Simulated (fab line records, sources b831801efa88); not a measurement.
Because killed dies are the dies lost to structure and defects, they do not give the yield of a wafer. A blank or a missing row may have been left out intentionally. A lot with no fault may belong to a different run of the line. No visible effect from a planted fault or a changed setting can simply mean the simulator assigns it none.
Which tool did it? | flow sfq_line | 45 wafers from 15 lots sampled at 6 of the route's 325 steps

## WHAT EACH GAUGE READ, for each wafer
SFQ_M0_RS_MEAS_904: uses a four-point probe to measure.
lot  | measured     | on            | M0_NB_RS (ohm/sq)
L607 | day 8 02:35  | film_metro-01 | 0.895 0.891 0.880
L611 | day 9 16:10  | film_metro-03 | 0.883 0.892 0.886
L612 | day 10 01:46 | film_metro-03 | 1.062 0.887 1.062
L613 | day 10 11:23 | film_metro-03 | 0.885 0.885 0.875
L614 | day 10 16:11 | film_metro-03 | 1.058 0.888 0.902
L616 | day 11 05:32 | film_metro-03 | 1.047 1.071 0.884
L620 | day 12 05:23 | film_metro-03 | 0.889 0.884 0.882
L621 | day 12 13:48 | film_metro-04 | 0.883 0.874 0.887
L622 | day 12 19:04 | film_metro-04 | 0.882 0.873 0.874
L623 | day 12 20:15 | film_metro-03 | 0.882 0.885 0.891
L624 | day 13 06:09 | film_metro-04 | 0.889 0.892 0.887
L625 | day 13 16:40 | film_metro-04 | 0.899 0.896 0.896
L626 | day 14 15:52 | film_metro-04 | 0.884 0.885 0.885
L627 | day 15 01:35 | film_metro-03 | 0.892 0.897 0.882
L629 | day 15 16:00 | film_metro-01 | 0.862 0.870 0.875

SFQ_I6_BOW_MEAS_941.
lot  | measured     | on            | I6_BOW (um)
L607 | day 62 22:53 | film_metro-02 | 2 -2 -2
L611 | day 71 23:27 | film_metro-01 | 8 16 13
L612 | day 72 00:41 | film_metro-04 | 6 10 14
L613 | day 72 02:26 | film_metro-02 | 25 26 23
L614 | day 72 03:41 | film_metro-04 | 9 13 16
L616 | day 72 06:45 | film_metro-01 | -7 -20 -26
L620 | day 73 15:20 | film_metro-04 | 1 -3 -2
L621 | day 73 18:35 | film_metro-04 | 5 17 11
L622 | day 73 21:34 | film_metro-01 | 20 -2 18
L623 | day 74 04:14 | film_metro-04 | 1 0 11
L624 | day 74 07:14 | film_metro-01 | 25 21 9
L625 | day 74 10:14 | film_metro-02 | 10 16 23
L626 | day 74 13:15 | film_metro-02 | 12 26 9
L627 | day 74 15:34 | film_metro-01 | 9 22 2
L629 | day 74 22:16 | film_metro-01 | -13 -18 -6

## TOOL THAT RAN EACH LOT (tool first, then ch and the chambers of the sampled wafers, then the start)
lot  | SFQ_TRILAYER_M0_DEP_SPUTTER_019 | SFQ_TRILAYER_M0_ETCH_METAL_ETCH_024 | SFQ_TRILAYER_M3_DEP_SPUTTER_073 | SFQ_TRILAYER_I5_STRIP_STRIP_148
L607 | pvd_sputter-04, day 8 02:30     | rie_metal-03 ch 0,1, day 12 14:03   | pvd_sputter-04, day 32 23:15    | rie_metal-03 ch 0,1, day 58 15:44
L611 | pvd_sputter-05, day 9 16:04     | rie_metal-02 ch 0, day 14 19:51     | pvd_sputter-04, day 35 13:41    | rie_metal-03 ch 0,1, day 61 12:14
L612 | pvd_sputter-04, day 10 01:40    | rie_metal-04 ch 0,1, day 15 03:03   | pvd_sputter-05, day 35 16:05    | rie_metal-01 ch 0,1, day 61 13:26
L613 | pvd_sputter-03, day 10 11:17    | rie_metal-02 ch 0,1, day 15 12:39   | pvd_sputter-06, day 36 00:29    | rie_metal-02 ch 0,1, day 61 14:38
L614 | pvd_sputter-04, day 10 16:04    | rie_metal-03 ch 0,1, day 15 19:51   | pvd_sputter-05, day 36 16:27    | rie_metal-03 ch 0,1, day 61 15:50
L616 | pvd_sputter-04, day 11 05:26    | rie_metal-02 ch 0,1, day 16 07:51   | pvd_sputter-04, day 43 00:33    | rie_metal-03 ch 0,1, day 61 18:14
L620 | pvd_sputter-03, day 12 05:16    | rie_metal-04 ch 1, day 17 18:01     | pvd_sputter-04, day 44 18:24    | rie_metal-03 ch 1, day 67 21:32
L621 | pvd_sputter-03, day 12 13:40    | rie_metal-02 ch 0,1, day 18 00:04   | pvd_sputter-06, day 45 13:36    | rie_metal-01 ch 0,1, day 68 00:08
L622 | pvd_sputter-03, day 12 18:58    | rie_metal-03 ch 0,1, day 18 06:01   | pvd_sputter-04, day 45 14:48    | rie_metal-01 ch 0,1, day 68 02:20
L623 | pvd_sputter-05, day 12 20:10    | rie_metal-04 ch 0,1, day 18 07:13   | pvd_sputter-05, day 45 17:13    | rie_metal-02 ch 0,1, day 68 04:55
L624 | pvd_sputter-05, day 13 06:04    | rie_metal-04 ch 0,1, day 18 20:32   | pvd_sputter-05, day 45 22:01    | rie_metal-02 ch 1, day 68 10:55
L625 | pvd_sputter-05, day 13 16:34    | rie_metal-03 ch 0,1, day 19 06:08   | pvd_sputter-04, day 46 04:00    | rie_metal-01 ch 0,1, day 68 12:07
L626 | pvd_sputter-03, day 14 15:45    | rie_metal-03 ch 0, day 20 15:38     | pvd_sputter-04, day 47 00:24    | rie_metal-02 ch 0,1, day 68 14:31
L627 | pvd_sputter-05, day 15 01:28    | rie_metal-02 ch 0,1, day 21 03:55   | pvd_sputter-06, day 47 05:12    | rie_metal-03 ch 0,1, day 68 15:43
L629 | pvd_sputter-04, day 15 15:52    | rie_metal-02 ch 0,1, day 21 21:58   | pvd_sputter-04, day 48 10:09    | rie_metal-03 ch 0,1, day 69 01:42
- SFQ_TRILAYER_M0_DEP_SPUTTER_019: material Nb, target thk 200 nm, time 133.3 s.
- SFQ_TRILAYER_M0_ETCH_METAL_ETCH_024: etches Nb in Cl2/Ar, stops on SiO2, target depth 240 nm, time 120 s.
- SFQ_TRILAYER_M3_DEP_SPUTTER_073: material Nb, target thk 200 nm, time 133.3 s.
- SFQ_TRILAYER_I5_STRIP_STRIP_148: strips in O2.

## WHAT THE TOOLS THEMSELVES READ (means of the sampled wafers that have a number; where no wafer has one, the mark that the record gives instead)
SFQ_TRILAYER_M0_DEP_SPUTTER_019.
lot  | tool           | chamber_pressure_pa (Pa) | substrate_temp_c (C) | throttle_valve_pct (%)
L607 | pvd_sputter-04 | 0.13338                  | 20.06                | 30.7
L611 | pvd_sputter-05 | 0.13347                  | 20.05                | 29.2
L612 | pvd_sputter-04 | 0.13346                  | 19.98                | 31.3
L613 | pvd_sputter-03 | 0.13342                  | 20.08                | 29.8
L614 | pvd_sputter-04 | 0.13356                  | 19.96                | 30.4
L616 | pvd_sputter-04 | 0.13320                  | 20.05                | 30.7
L620 | pvd_sputter-03 | 0.13348                  | 19.96                | 30.1
L621 | pvd_sputter-03 | 0.13323                  | 20.05                | 29.7
L622 | pvd_sputter-03 | 0.13318                  | 20.02                | 30.2
L623 | pvd_sputter-05 | 0.13338                  | 20.07                | 29.4
L624 | pvd_sputter-05 | 0.13352                  | 19.94                | 29.3
L625 | pvd_sputter-05 | 0.13328                  | 20.05                | 29.0
L626 | pvd_sputter-03 | 0.13305                  | 19.97                | 29.4
L627 | pvd_sputter-05 | 0.13316                  | 20.10                | 29.2
L629 | pvd_sputter-04 | 0.13329                  | 19.96                | 31.2

SFQ_TRILAYER_M0_ETCH_METAL_ETCH_024.
lot  | tool         | drypump_motor_current_A (A) | oes_product_au (a.u.)
L607 | rie_metal-03 | 5.9                         | 0.891
L611 | rie_metal-02 | 6.5                         | 0.894
L612 | rie_metal-04 | 5.0                         | 0.839
L613 | rie_metal-02 | 6.4                         | 0.894
L614 | rie_metal-03 | 5.7                         | 0.865
L616 | rie_metal-02 | 6.4                         | 0.843
L620 | rie_metal-04 | 4.8                         | 0.899
L621 | rie_metal-02 | 6.4                         | 0.899
L622 | rie_metal-03 | 5.7                         | 0.902
L623 | rie_metal-04 | 5.3                         | 0.899
L624 | rie_metal-04 | 5.1                         | 0.896
L625 | rie_metal-03 | 5.7                         | 0.894
L626 | rie_metal-03 | 5.5                         | 0.895
L627 | rie_metal-02 | 6.4                         | 0.892
L629 | rie_metal-02 | 6.4                         | 0.904

SFQ_TRILAYER_M3_DEP_SPUTTER_073.
lot  | tool           | chamber_pressure_pa (Pa) | substrate_temp_c (C) | throttle_valve_pct (%)
L607 | pvd_sputter-04 | 0.13324                  | 19.93                | 31.7
L611 | pvd_sputter-04 | 0.13342                  | 19.95                | 29.7
L612 | pvd_sputter-05 | 0.13335                  | 19.86                | 29.3
L613 | pvd_sputter-06 | 0.13329                  | 20.10                | 29.6
L614 | pvd_sputter-05 | 0.13327                  | 20.05                | 29.1
L616 | pvd_sputter-04 | 0.13323                  | 19.98                | 30.3
L620 | pvd_sputter-04 | 0.13329                  | 20.03                | 30.2
L621 | pvd_sputter-06 | 0.13363                  | 19.89                | 29.4
L622 | pvd_sputter-04 | 0.13332                  | 20.02                | 31.3
L623 | pvd_sputter-05 | 0.13350                  | 20.04                | 29.3
L624 | pvd_sputter-05 | 0.13344                  | 20.00                | 29.3
L625 | pvd_sputter-04 | 0.13330                  | 19.92                | 31.2
L626 | pvd_sputter-04 | 0.13321                  | 19.87                | 30.9
L627 | pvd_sputter-06 | 0.13331                  | 20.10                | 29.1
L629 | pvd_sputter-04 | 0.13332                  | 20.01                | 31.0

SFQ_TRILAYER_I5_STRIP_STRIP_148.
lot  | tool         | drypump_motor_current_A (A) | oes_product_au (a.u.)
L607 | rie_metal-03 | 5.7                         | 0.999
L611 | rie_metal-03 | 5.9                         | 0.991
L612 | rie_metal-01 | 5.6                         | 0.999
L613 | rie_metal-02 | 6.4                         | 1.006
L614 | rie_metal-03 | 5.7                         | 0.996
L616 | rie_metal-03 | 5.9                         | 0.997
L620 | rie_metal-03 | 6.2                         | 1.001
L621 | rie_metal-01 | 6.0                         | 1.000
L622 | rie_metal-01 | 6.0                         | 1.011
L623 | rie_metal-02 | 6.4                         | 0.990
L624 | rie_metal-02 | 6.3                         | 0.993
L625 | rie_metal-01 | 6.0                         | 1.012
L626 | rie_metal-02 | 6.4                         | 0.998
L627 | rie_metal-03 | 5.9                         | 0.990
L629 | rie_metal-03 | 5.7                         | 1.001

## THE ANSWER, worked out from the rows above alone
Rule: the usual values come from the lots themselves. The widest of any qualifying gaps counts: lots, ordered by their means at a reading, are off when they make up no more than a third of the lots, leave a main group of 4 or more, and stand apart from it by 3 or more times the standard deviation of that group's means. Not used: any main group whose means are identical at the precision the tables above print for the reading. A lot without any number at a reading at which 4 lots or more have one is off too. All remaining lots with rows at the step are treated as sound. Order of review: gauges by route order, followed by the tools' own readings, for which a lot's mean as printed above is used. The first step at which some lot is off is used, and at that step the reading that is off furthest; a lot without a number counts as furthest.
Off: L612, L614, L616, at SFQ_M0_RS_MEAS_904 (M0_NB_RS). Mean 0.885 ohm/sq and standard deviation 0.0069 in the main group.
A tool fits if, at a process step before that reading, it ran every lot that is off, and no sound lot after the first of them. Not tried: the gauges at SFQ_M0_RS_MEAS_904; whatever is off there is also off at SFQ_TRILAYER_M0_ETCH_METAL_ETCH_024, on other tools, and gauge error can't account for it. None of those tried fits.

## WHAT WAS PUT IN BY THE SIMULATOR
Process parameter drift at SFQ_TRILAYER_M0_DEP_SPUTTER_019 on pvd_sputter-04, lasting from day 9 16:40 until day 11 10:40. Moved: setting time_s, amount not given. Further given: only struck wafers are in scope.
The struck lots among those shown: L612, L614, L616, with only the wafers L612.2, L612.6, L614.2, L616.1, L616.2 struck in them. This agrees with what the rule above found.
